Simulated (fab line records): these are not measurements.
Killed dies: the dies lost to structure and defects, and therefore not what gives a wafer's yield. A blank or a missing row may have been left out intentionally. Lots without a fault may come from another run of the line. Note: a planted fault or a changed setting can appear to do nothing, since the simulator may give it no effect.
Chamber matching -- flow gf180mcu -- 4 sister chambers for GF_V4_CMP_26 on cmp-02
The step polishes, stops on SiO2, t overpolish 15 s, target thk 0 nm. 4 wafers are shown with their chamber, then 10 later ones without.

## WAFERS, EACH WITH ITS CHAMBER
wafer,chamber,motorCurrentA (A)
L655.1,0,11.1
L655.6,3,11.6
L656.2,1,11.8
L656.4,2,10.0

## WAFERS WITH NO CHAMBER GIVEN
wafer,motorCurrentA (A)
L656.6,11.8
L657.3,11.4
L657.4,11.5
L657.5,11.6
L658.1,11.6
L658.3,10.6
L658.4,11.6
L659.2,12.4
L659.3,11.9
L659.6,9.8

## THE CHAMBER EACH PASSED THROUGH
wafer,from the rows above,in truth
L656.6,can't be placed: 1 or 3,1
L657.3,can't be placed: 3 or 0 or 1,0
L657.4,can't be placed: 3 or 1 or 0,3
L657.5,can't be placed: 3 or 1 or 0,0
L658.1,can't be placed: 3 or 1 or 0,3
L658.3,can't be placed: 0 or 2 or 3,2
L658.4,can't be placed: 3 or 1 or 0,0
L659.2,can't be placed: 1 or 3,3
L659.3,can't be placed: 1 or 3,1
L659.6,2,2
1 of 10 placed correctly. Unplaceable from these rows: 9, with the true chamber sitting among the candidates in 9. Placed wrongly: 0.
How it was worked out, from the rows above alone: a wafer's distance from a chamber is the root of the sum, over the readings, of the square of ((its reading less the chamber's mean) divided by the reading's scatter). The wafer belongs to the nearest chamber; if the next one is less than 2 further off, it can't be placed. For every chamber, the mean is computed from those of its wafers that are shown. The scatter (one wafer shown for each chamber): square how far every hidden wafer sits from the nearest shown wafer, average those squares and take the square root.
